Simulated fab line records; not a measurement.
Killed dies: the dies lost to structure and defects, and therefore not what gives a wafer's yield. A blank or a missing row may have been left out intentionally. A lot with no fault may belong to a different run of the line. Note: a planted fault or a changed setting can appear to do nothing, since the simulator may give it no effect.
A lot that was struck, set against a sound lot	flow sky130	36 steps out of a route of 708
Sound: these wafers, L313.2, L313.3, L313.6. Struck: wafer L302.2. (L302.3, L302.5 of the same lot were not struck and are left out.) The cause comes at the end.
Per side, at each step with rows, come the tool, then ch with its chambers, and then its first start. Under that, the readings that differ: sound wafers	struck wafers	difference of the means	sigmas: that difference in standard deviations of wafers without a fault.
alike: readings whose means differ by less than 2 such deviations, and words and numbers that are the same on both sides. not compared: withheld readings, readings that some wafer has no value for, bounds like >300 that may hide the same value, and numbers for which the record gives no deviation and whose values overlap.
Wherever a step has rows on one side only, a row that says differs or no value, or a row with sigmas, the two part there. Numbers that have no deviation but don't overlap get no sigmas and don't part them. Lack of a reading on every wafer of one side parts them only where that side has two or more wafers.

first, 10 steps without rows for these wafers: SKY_VIA2_CLEAN_18 (cleans in IPA, time 180 s); SKY_VIA2_CLEAN_19 (cleans in O3/DIW); SKY_VIA2_SPUTTER_20 (material TiN, target thk 20 nm, time 80 s); SKY_VIA2_CVD_21 (deposits W, target thk 420 nm, time 126.4 s); SKY_VIA2_CMP_24 (polishes, stops on SiO2, t overpolish 20 s, target thk 0 nm); SKY_METAL3_SPUTTER_00 (material Ti, target thk 15 nm, time 10 s); SKY_METAL3_SPUTTER_01 (material TiN, target thk 20 nm, time 16.7 s); SKY_METAL3_SPUTTER_02 (material AlCu, target thk 735 nm, time 39.1 s); SKY_METAL3_SPUTTER_03 (material Ti, target thk 5 nm, time 3.3 s); SKY_METAL3_SPUTTER_04 (material TiN, target thk 70 nm, time 58.3 s).
SKY_CAPM_CVD_00: deposits SiO2, target thk 15.5 nm.
  sound on pecvd-03 ch 0,2, day 42 21:55; struck on pecvd-02 ch 2, day 39 23:09
reading	sound	struck	difference	sigmas
model.SiO2_of_CAPM_CVD_00.thkNm (nm)	15.06 15.3 15.22	14.38	-0.81	
  alike: heaterPowerW
SKY_CAPM_THK_MEAS_01:
  struck on filmMetro-02, day 39 23:25; sound on filmMetro-02, day 42 21:57
reading	sound	struck	difference	sigmas
CAPM_CVD_00_THK (nm)	15.03 15.31 15.23	14.36	-0.83	-3
  not compared: hold
then, 22 steps without rows for these wafers: SKY_CAPM_DEHYDRATE_05 (time 60 s); SKY_CAPM_HMDS_06 (prime time 60 s); SKY_CAPM_COAT_07 (resist thk 1140 nm); SKY_CAPM_SOFTBAKE_08 (time 60 s); SKY_CAPM_EXPOSE_09 (exposes mask CAPM, target cd 1000 nm); SKY_CAPM_PEB_10; SKY_CAPM_DEVELOP_11 (develop time 60 s); SKY_CAPM_METAL_ETCH_13 (etches TiN in Cl2/BCl3, stops on SiO2, target depth 220 nm, time 62.9 s); SKY_CAPM_STRIP_14 (strips in O2/N2); SKY_CAPM_STRIP_15 (strips in post etch residue remover, time 1200 s); SKY_CAPM_CLEAN_16 (cleans in IPA, time 180 s); SKY_CAPM_CLEAN_17 (cleans in O3/DIW); SKY_METAL3_DEHYDRATE_05 (time 60 s); SKY_METAL3_HMDS_06 (prime time 60 s); SKY_METAL3_COAT_07 (resist thk 60 nm); SKY_METAL3_COAT_08 (resist thk 1140 nm); SKY_METAL3_SOFTBAKE_09 (time 90 s); SKY_METAL3_EXPOSE_10 (exposes mask MM3, target cd 300 nm); SKY_METAL3_PEB_11; SKY_METAL3_DEVELOP_12 (develop time 60 s); SKY_METAL3_DESCUM_15 (chemistry O2, time 8 s); SKY_METAL3_ETCH_16 (etches BARC in N2/H2, stops on SiO2, time 88.2 s, target depth 60 nm).
-- the record jumps here: 2 days lie between the struck wafers' starts before and after --
SKY_METAL3_ETCH_17: etches SiO2 in C4F8/O2/Ar, stops on TiN, time 3.9 s, target depth 15 nm.
  sound on rieDiel-04 ch 0,1,3, day 44 20:05; struck on rieDiel-04 ch 2, day 42 01:05
reading	sound	struck	difference	sigmas
oesProductAu (a.u.)	0.745 0.753 0.751	0.727	-0.023	-3
model.etch.depthNm (nm)	15.06 15.3 15.22	14.38	-0.81	
  alike: chamberPressureMTorr
  not compared: rfHoursCounterH
-- the record jumps here: 7 days lie between the struck wafers' starts before and after (it left off in module METAL3 and takes up again in module PAD_OPEN, whose first step shown is number 708 of the route) --
SKY_PAD_OPEN_PROBE_99:
  struck on prober-02, day 48 16:40; sound on prober-01, day 50 18:50
reading	sound	struck	difference	sigmas
killedAtContacts	19 20 24	36	+15	+3
model.etest.capMim.bvV (V)	13.44 13.84 13.27	12.74	-0.78	
model.etest.capMim.leakLog10ACm2	-8.967 -8.9 -8.805	-8.562	+0.329	
model.etest.capMim.cFfUm2	2.421 2.377 2.371	2.521	+0.131	
  alike: defectLimitedYield, killed_at_M0_to_M3, killed_at_M4_up, killedAtFrontEnd, killedAtOther, killedDies, killedOpen, killedShort, sort_bin_3_pad_short, sort_bin_5_function, sort_bin_6_memory, sortNPass, sortYieldPct
  not compared: hold

== WHERE THEY PART ==
First at SKY_CAPM_THK_MEAS_01; last, within this record, at SKY_PAD_OPEN_PROBE_99.

WHY: whatever the simulator had introduced
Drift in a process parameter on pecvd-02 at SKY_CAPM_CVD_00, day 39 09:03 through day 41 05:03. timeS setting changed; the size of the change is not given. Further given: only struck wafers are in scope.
